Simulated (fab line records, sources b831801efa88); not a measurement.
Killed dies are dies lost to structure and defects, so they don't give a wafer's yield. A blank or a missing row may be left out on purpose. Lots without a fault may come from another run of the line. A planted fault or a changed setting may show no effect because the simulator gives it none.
fab line records | flow gf180mcu
record lots=15 wafers=45 last_day=34
route steps=602 shown M2@378 V2@386 M3@412
lots that met no fault: from a run of the same line without faults
start_h: hours from the record's first day to the start of the lot's first wafer shown | wait_h: hours since the lot's step before | " the same as in the row above | L1.1+2: a row that stands for several wafers | - no value, or no start given | * or withheld: withheld | < > ~ a bound
route shown NAME@n: a module of which the file shows steps, and the number in the route of the first | usual: mean/standard deviation of fault-free wafers | same: alike in all rows | chamber/n: place in a boat | sites: the reading at each site | _std_site: their standard deviation | _edge_site: outer sites' mean less inner sites' | radius_mm: how far each site lies from the wafer's centre | mask NAME#n: copy n | behind: the tool/chamber that last shaped the wafer | hold: why the lot was held/for how many hours/how that ended | device: the transistor (n, p or np) that didn't switch | end of line: the same wafers' tests at the end of the route | a step without rows: its recipe alone | killed: dies lost to structure and defects at the first sort, not the wafer's yield | map: a wafer's dies, x killed, . not, _ none there
set.NAME: the setting as run; set.NAME@STEP: as run at that earlier step | model.NAME: the simulator's own value behind a step, which no gauge read
steps of the route over a sample of lots; a table a step, a row a wafer
services: from which hour (start_h, from the record's first day; less than 0 if before it) a tool's chamber was out of use, for how many hours, and why
## steps
# step GF_M2_METAL_ETCH_16
# recipe chemistry=Cl2/BCl3 mask_material=KrF target_depth_nm=627.5 stop_on=SiO2 pressure_mtorr=8 icp_w=800 bias_w=140 Cl2_flow_sccm=80 bcl3_flow_sccm=40 time_s=104.6
# usual drypump_motor_current_A=5.85/0.23 oes_product_au=0.973/0.0071 throttle_valve_pct=28.250/0.011
# same time_s=104.6
# columns lot.wafer tool chamber start_h wait_h drypump_motor_current_A oes_product_au rf_hours_counter_h throttle_valve_pct
L313.1 rie_metal-02 1 437.68 0.0 6.27 0.969 6 28.254
L313.4 " 1 " " 6.19 0.974 - 28.235
L313.6 " 1 " " 6.22 0.973 - 28.256
L314.1 rie_metal-03 1 443.98 0.0 5.72 0.980 8 28.240
L314.2 " 0 " " 5.65 0.968 2 28.261
L314.6 " 1 " " 5.71 0.960 - 28.259
L315.1 rie_metal-02 0 451.79 0.0 6.06 0.966 10 28.259
L315.2 " 1 " " 6.24 0.967 6 28.265
L315.5 " 1 " " 6.23 0.959 - 28.267
L316.2 rie_metal-04 1 467.03 0.0 5.77 0.959 4 28.246
L316.3 " 0 " " 5.66 0.968 - 28.243
L316.5 " 1 " " 5.76 0.973 - 28.254
L322.2 rie_metal-04 1 518.43 0.0 5.78 0.969 5 28.264
L322.4 " 1 " " 5.76 0.964 - 28.262
L322.6 " 0 " " 5.67 0.971 - 28.255
L323.2 rie_metal-02 1 528.03 0.0 6.26 0.972 8 28.253
L323.5 " 0 " " 6.08 0.973 - 28.256
L323.6 " 1 " " 6.25 0.967 - 28.267
L324.2 rie_metal-03 0 533.84 0.0 5.69 0.982 4 28.261
L324.3 " 1 " " 5.74 0.994 - 28.240
L324.4 " 0 " " 5.68 0.975 - 28.255
L328.1 rie_metal-04 1 568.19 0.0 5.77 0.978 7 28.238
L328.2 " 0 " " 5.67 0.974 0 28.247
L328.3 " 1 " " 5.78 0.979 - 28.248
L329.2 rie_metal-03 0 574.58 0.0 5.65 0.969 5 28.251
L329.4 " 0 " " 5.66 0.970 - 28.248
L329.5 " 1 " " 5.72 0.981 - 28.269
L330.1 rie_metal-02 0 583.34 0.0 6.06 0.983 1 28.247
L330.3 " 0 " " 6.07 0.979 - 28.256
L330.4 " 1 " " 6.20 0.978 - 28.241
L331.1 rie_metal-04 1 590.04 0.0 5.80 0.974 7 28.236
L331.2 " 0 " " 5.70 0.971 1 28.240
L331.5 " 0 " " 5.69 0.986 - 28.245
L332.1 rie_metal-03 0 596.88 0.0 5.65 0.980 6 28.249
L332.3 " 0 " " 5.62 0.963 - 28.255
L332.4 " 0 " " 5.66 0.984 - 28.240
L333.1 rie_metal-03 1 611.23 0.0 5.75 0.965 0 28.241
L333.2 " 0 " " 5.67 0.973 7 28.245
L333.6 " 1 " " 5.74 0.967 - 28.275
L335.1 rie_metal-02 1 626.38 0.0 6.22 0.969 11 28.256
L335.3 " 0 " " 6.06 0.966 - 28.242
L335.5 " 1 " " 6.19 0.965 - 28.250
L336.1 rie_metal-03 1 627.38 0.0 5.68 0.970 1 28.273
L336.3 " 1 " " 5.73 0.967 - 28.266
L336.6 " 0 " " 5.66 0.977 - 28.242
# step GF_V2_CMP_04
# recipe material=SiO2 down_force_psi=4 platen_rpm=60 pad_velocity_m_s=0.94248
# usual motor_current_A=12.2/1.2 time_to_endpoint_s=79/6.3
# columns lot.wafer tool chamber start_h wait_h motor_current_A time_to_endpoint_s
L313.4 cmp-01 0 438.76 0.1 12.6 73
L313.1 " 2 " " 10.7 71
L313.6 " 3 " " 14.0 83
L314.1 cmp-01 3 444.92 0.1 13.6 75
L314.2 " 1 " " 11.6 72
L314.6 " 3 " " 13.8 73
L315.2 cmp-02 0 452.70 0.0 13.3 84
L315.1 " 3 " " 11.7 81
L315.5 " 1 " " 10.7 86
L316.2 cmp-02 2 468.04 0.1 10.4 80
L316.3 " 3 " " 11.7 69
L316.5 " 1 " " 10.4 69
L322.2 cmp-01 0 519.42 0.1 12.8 74
L322.4 " 2 " " 11.6 78
L322.6 " 0 " " 12.9 74
L323.2 cmp-01 0 529.07 0.1 13.0 74
L323.5 " 2 " " 11.1 71
L323.6 " 3 " " 13.3 67
L324.3 cmp-02 2 534.74 0.0 10.8 74
L324.2 " 3 " " 12.2 73
L324.4 " 1 " " 10.2 84
L328.2 cmp-01 3 569.09 0.0 14.1 80
L328.1 " 1 " " 12.4 77
L328.3 " 2 " " 11.5 70
L329.4 cmp-01 2 575.55 0.1 11.2 69
L329.2 " 3 " " 13.5 81
L329.5 " 1 " " 12.5 84
L330.1 cmp-01 2 584.25 0.1 11.7 77
L330.4 " 0 " " 12.7 85
L330.3 " 1 " " 11.4 88
L331.2 cmp-02 1 590.98 0.0 10.5 72
L331.1 " 0 " " 13.4 75
L331.5 " 2 " " 10.3 87
L332.1 cmp-01 0 597.90 0.1 12.6 82
L332.4 " 2 " " 11.3 74
L332.3 " 3 " " 13.0 73
L333.2 cmp-01 0 612.27 0.1 13.6 72
L333.1 " 1 " " 11.7 83
L333.6 " 2 " " 11.3 68
L335.1 cmp-01 0 627.38 0.1 12.8 77
L335.3 " 1 " " 11.6 84
L335.5 " 2 " " 10.7 83
L336.3 cmp-01 3 628.28 0.0 13.4 87
L336.1 " 0 " " 11.8 81
L336.6 " 3 " " 13.9 87
# step GF_V2_CVD_23
# recipe material=W target_thk_nm=350 time_s=104.94 temp_c=400 pressure_torr=40
# usual chamber_pressure_Torr=39.99/0.087 heater_power_outer_w=488/25 heater_power_w=769/100 time_s=104.94/0
# columns lot.wafer tool chamber start_h wait_h chamber_pressure_Torr heater_power_outer_w heater_power_w time_s
L313.1 cvd_w-01 1 464.61 0.0 39.94 501 800 104.94
L313.4 " 1 " " 40.02 492 804 104.94
L313.6 " 0 " " 39.98 524 899 104.94
L314.1 cvd_w-02 1 470.25 0.0 39.96 446 627 104.94
L314.2 " 1 " " 40.00 441 660 104.94
L314.6 " 1 " " 40.02 472 651 104.94
L315.1 cvd_w-02 1 478.15 0.0 39.87 464 645 104.94
L315.2 " 1 " " 39.80 461 654 104.94
L315.5 " 1 " " 39.96 458 629 104.94
L316.2 cvd_w-01 1 493.06 0.0 40.03 487 813 104.94
L316.3 " 0 " " 40.04 551 884 104.94
L316.5 " 0 " " 39.92 518 907 104.94
L322.2 cvd_w-02 1 542.94 0.1 - - - -
L322.4 " 1 " " - - - -
L322.6 " 1 " " - - - -
L323.2 cvd_w-02 1 552.76 0.1 - - - -
L323.5 " 1 " " - - - -
L323.6 " 1 " " - - - -
L324.2 cvd_w-02 1 557.90 0.1 - - - -
L324.3 " 1 " " - - - -
L324.4 " 1 " " - - - -
L328.1 cvd_w-01 1 592.64 0.0 40.05 506 796 104.94
L328.2 " 0 " " 39.98 521 918 104.94
L328.3 " 1 " " 40.03 501 778 104.94
L329.2 cvd_w-01 0 598.20 0.0 39.95 528 924 104.94
L329.4 " 0 " " 40.02 531 903 104.94
L329.5 " 0 " " 39.95 519 890 104.94
L330.1 cvd_w-01 1 606.47 0.0 40.10 485 803 104.94
L330.3 " 0 " " 40.08 530 897 104.94
L330.4 " 1 " " 40.00 486 796 104.94
L331.1 cvd_w-02 0 612.70 0.0 40.00 484 817 104.94
L331.2 " 1 " " 39.95 465 660 104.94
L331.5 " 1 " " 40.01 468 666 104.94
L332.1 cvd_w-02 1 619.39 0.0 40.04 463 647 104.94
L332.3 " 1 " " 39.89 461 674 104.94
L332.4 " 0 " " 40.14 480 810 104.94
L333.1 cvd_w-02 0 633.99 0.0 39.89 478 819 104.94
L333.2 " 1 " " 39.94 462 669 104.94
L333.6 " 0 " " 39.84 474 788 104.94
L335.1 cvd_w-02 0 648.82 0.0 40.07 481 791 104.94
L335.3 " 0 " " 39.96 477 791 104.94
L335.5 " 0 " " 40.04 478 820 104.94
L336.1 cvd_w-02 1 649.62 0.0 40.01 470 652 104.94
L336.3 " 0 " " 40.21 490 824 104.94
L336.6 " 0 " " 40.19 474 837 104.94
# step GF_V2_RS_MEAS_24
# recipe thk_meas_gauge=four-point-probe reads=W_of_V2_CVD_23+TiN_of_V2_SPUTTER_22+Ti_of_V2_SPUTTER_21
# usual V2_W_RS=0.325/0.0053
# columns lot.wafer tool chamber start_h wait_h V2_W_RS[ohm/sq]
L313.1 film_metro-04 - 464.72 0.1 0.318
L313.4 " - " " 0.318
L313.6 " - " " 0.333
L314.1 film_metro-04 - 470.48 0.2 0.323
L314.2 " - " " 0.323
L314.6 " - " " 0.323
L315.1 film_metro-01 - 478.37 0.2 0.319
L315.2 " - " " 0.323
L315.5 " - " " 0.325
L316.2 film_metro-03 - 493.19 0.1 0.314
L316.3 " - " " 0.325
L316.5 " - " " 0.324
L322.2 film_metro-03 - 543.14 0.2 44.210
L322.4 " - " " 44.327
L322.6 " - " " 44.474
L323.2 film_metro-03 - 552.98 0.2 42.854
L323.5 " - " " 43.191
L323.6 " - " " 42.861
L324.2 film_metro-04 - 558.11 0.2 43.647
L324.3 " - " " 44.349
L324.4 " - " " 44.586
L328.1 film_metro-03 - 592.76 0.1 0.318
L328.2 " - " " 0.330
L328.3 " - " " 0.323
L329.2 film_metro-04 - 598.38 0.1 0.325
L329.4 " - " " 0.325
L329.5 " - " " 0.326
L330.1 film_metro-03 - 606.59 0.1 0.316
L330.3 " - " " 0.326
L330.4 " - " " 0.318
L331.1 film_metro-03 - 612.81 0.1 0.331
L331.2 " - " " 0.325
L331.5 " - " " 0.329
L332.1 film_metro-01 - 619.50 0.1 0.324
L332.3 " - " " 0.324
L332.4 " - " " 0.331
L333.1 film_metro-03 - 634.10 0.1 0.330
L333.2 " - " " 0.322
L333.6 " - " " 0.326
L335.1 film_metro-03 - 648.93 0.1 0.326
L335.3 " - " " 0.327
L335.5 " - " " 0.328
L336.1 film_metro-04 - 649.74 0.1 0.326
L336.3 " - " " 0.324
L336.6 " - " " 0.329
# step GF_V2_THK_MEAS_25
# recipe thk_meas_gauge=xrf reads=W_of_V2_CVD_23
# usual V2_W_THK=359/6.6
# columns lot.wafer tool chamber start_h wait_h V2_W_THK[nm]
L313.1 film_metro-04 - 464.84 0.1 364
L313.4 " - " " 362
L313.6 " - " " 346
L314.1 film_metro-04 - 470.60 0.1 358
L314.2 " - " " 359
L314.6 " - " " 359
L315.1 film_metro-01 - 478.49 0.1 359
L315.2 " - " " 354
L315.5 " - " " 354
L316.2 film_metro-03 - 493.30 0.1 375
L316.3 " - " " 361
L316.5 " - " " 363
L322.2 film_metro-03 - 543.25 0.1 <0
L322.4 " - " " <0
L322.6 " - " " <0
L323.2 film_metro-03 - 553.09 0.1 <0
L323.5 " - " " <0
L323.6 " - " " <0
L324.2 film_metro-04 - 558.22 0.1 -
L324.3 " - " " -
L324.4 " - " " <0
L328.1 film_metro-03 - 592.88 0.1 370
L328.2 " - " " 357
L328.3 " - " " 365
L329.2 film_metro-04 - 598.49 0.1 355
L329.4 " - " " 355
L329.5 " - " " 355
L330.1 film_metro-03 - 606.71 0.1 377
L330.3 " - " " 361
L330.4 " - " " 372
L331.1 film_metro-03 - 612.93 0.1 358
L331.2 " - " " 365
L331.5 " - " " 359
L332.1 film_metro-01 - 619.62 0.1 364
L332.3 " - " " 362
L332.4 " - " " 353
L333.1 film_metro-03 - 634.22 0.1 354
L333.2 " - " " 365
L333.6 " - " " 361
L335.1 film_metro-03 - 649.05 0.1 363
L335.3 " - " " 359
L335.5 " - " " 358
L336.1 film_metro-04 - 649.86 0.1 359
L336.3 " - " " 358
L336.6 " - " " 352
# step GF_V2_CMP_26
# recipe stop_on=SiO2 down_force_psi=3.5 platen_rpm=60 t_overpolish_s=15 target_thk_nm=0 pad_velocity_m_s=0.94248
# usual motor_current_A=11.1/1.1 time_to_endpoint_s=83/4.9
# columns lot.wafer tool chamber start_h wait_h motor_current_A time_to_endpoint_s
L313.1 cmp-01 0 464.95 0.1 11.9 89
L313.4 " 1 " " 10.9 86
L313.6 " 0 " " 12.0 83
L314.2 cmp-01 3 470.66 0.0 12.6 87
L314.1 " 2 " " 10.6 81
L314.6 " 0 " " 11.4 86
L315.1 cmp-02 1 478.55 0.1 9.3 81
L315.2 " 0 " " 12.5 85
L315.5 " 1 " " 9.6 77
L316.2 cmp-02 1 493.45 0.1 9.5 78
L316.3 " 2 " " 9.3 78
L316.5 " 3 " " 10.1 74
L322.2 cmp-01 0 543.35 0.1 11.3 0
L322.4 " 2 " " 9.8 0
L322.6 " 3 " " 12.4 3
L323.2 cmp-01 1 553.14 0.0 10.8 3
L323.5 " 1 " " 10.6 3
L323.6 " 2 " " 10.1 0
L324.2 cmp-02 1 558.27 0.0 9.8 0
L324.4 " 2 " " 9.8 3
L324.3 " 3 " " 11.1 0
L328.3 cmp-02 0 592.94 0.0 11.7 85
L328.2 " 1 " " 10.7 83
L328.1 " 2 " " 9.4 90
L329.4 cmp-02 1 598.59 0.1 9.7 86
L329.2 " 2 " " 10.0 87
L329.5 " 1 " " 9.6 81
L330.1 cmp-02 2 606.77 0.1 10.0 84
L330.4 " 0 " " 12.0 88
L330.3 " 1 " " 9.8 76
L331.1 cmp-01 1 612.99 0.1 11.1 83
L331.2 " 3 " " 12.7 88
L331.5 " 1 " " 11.2 83
L332.1 cmp-01 0 619.68 0.1 11.6 87
L332.4 " 1 " " 11.0 84
L332.3 " 2 " " 10.0 76
L333.1 cmp-02 1 634.33 0.1 10.0 83
L333.2 " 2 " " 9.5 87
L333.6 " 0 " " 12.1 90
L335.1 cmp-01 3 649.21 0.1 12.3 93
L335.3 " 0 " " 11.8 89
L335.5 " 1 " " 11.1 90
L336.1 cmp-02 3 650.13 0.3 11.0 76
L336.3 " 0 " " 12.5 83
L336.6 " 3 " " 10.9 75
# step GF_M3_SPUTTER_03
# recipe material=Ti target_thk_nm=10 substrate_temp_c=300 chamber_pressure_pa=0.3 power_w=3000 time_s=6.7
# usual throttle_valve_pct=30.1/0.82
# same time_s=6.7
# columns lot.wafer tool chamber start_h wait_h throttle_valve_pct
L313.1 pvd_sputter-04 - 465.36 0.0 30.8
L313.4 " - " " 30.9
L313.6 " - " " 30.7
L314.1 pvd_sputter-04 - 471.12 0.0 28.8
L314.2 " - " " 30.7
L314.6 " - " " 30.6
L315.1 pvd_sputter-01 - 479.01 0.0 30.2
L315.2 " - " " 31.1
L315.5 " - " " 31.2
L316.2 pvd_sputter-03 - 493.81 0.0 30.8
L316.3 " - " " 29.2
L316.5 " - " " 29.7
L328.1 pvd_sputter-03 - 593.40 0.0 29.3
L328.2 " - " " 31.1
L328.3 " - " " 29.7
L329.2 pvd_sputter-03 - 599.00 0.0 29.3
L329.4 " - " " 29.4
L329.5 " - " " 29.4
L330.1 pvd_sputter-01 - 607.25 0.0 30.1
L330.3 " - " " 31.3
L330.4 " - " " 29.7
L331.1 pvd_sputter-01 - 613.47 0.0 28.3
L331.2 " - " " 30.4
L331.5 " - " " 31.3
L332.1 pvd_sputter-03 - 620.14 0.0 30.5
L332.3 " - " " 29.6
L332.4 " - " " 30.9
L333.1 pvd_sputter-01 - 634.74 0.0 29.8
L333.2 " - " " 31.2
L333.6 " - " " 30.3
L335.1 pvd_sputter-01 - 649.57 0.0 31.3
L335.3 " - " " 30.1
L335.5 " - " " 29.7
L336.1 pvd_sputter-03 - 650.59 0.0 29.5
L336.3 " - " " 30.7
L336.6 " - " " 29.7
## services
# columns tool chamber start_h hours kind
rie_metal-02 0 426.44 18.8 repair
cmp-01 - 459.05 0.8 repair
cvd_w-02 0 468.72 103.0 repair
cmp-02 - 471.38 0.7 repair
rie_metal-02 1 488.68 26.9 repair
rie_metal-02 0 494.90 21.2 repair
pvd_sputter-03 - 504.02 0.9 repair
cvd_w-02 - 508.29 6.4 repair
cmp-01 - 514.67 0.4 repair
cmp-02 - 528.09 3.6 pm
rie_metal-02 0 528.82 6.7 repair
cmp-01 - 558.57 3.2 pm
cmp-01 - 562.09 2.3 repair
cmp-02 - 572.10 4.0 pm
rie_metal-03 - 597.38 0.4 repair
cmp-02 - 607.67 1.3 repair
rie_metal-03 - 608.94 0.2 repair
cmp-02 - 625.78 0.7 repair
cmp-02 - 632.92 0.8 repair
cmp-02 - 635.01 1.1 repair
cmp-02 - 636.63 1.9 repair
cmp-02 - 636.80 1.0 repair
cmp-01 - 637.03 2.4 repair
cvd_w-02 - 640.76 6.0 pm
## key
first_sign step=GF_V2_CVD_23 reading=tool_record direction=missing
effect step=GF_V2_RS_MEAS_24 reading=V2_W_RS direction=up sigmas=99+ usual=0.325 struck=43.833
effect step=GF_V2_THK_MEAS_25 reading=V2_W_THK direction=down sigmas=54 usual=359 struck=<0
effect step=GF_V2_CMP_26 reading=time_to_endpoint_s direction=down sigmas=17 usual=* struck=*
met_at GF_V2_CVD_23
struck_lots L322,L323,L324
later_rows_left_out L322.2,L322.4,L322.6,L323.2,L323.5,L323.6,L324.2,L324.3,L324.4
sort_left_out L322.2,L322.4,L322.6,L323.2,L323.5,L323.6,L324.2,L324.3,L324.4
not_acting_at GF_M2_METAL_ETCH_16,GF_V2_CMP_04,GF_M3_SPUTTER_03
onset_between 478.15 542.94
fault kind=skipped_step_whole tool=cvd_w-02 chamber=- onset_h=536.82 steps=GF_V2_CVD_23 scope=struck_lots_only
# sort_left_out: the simulated sort isn't trusted on such a fault, so these wafers' sort isn't shown, and their yield isn't known
# later_rows_left_out: the simulator's readings of these wafers behind a module that went badly wrong aren't trusted and aren't shown, but for the sort
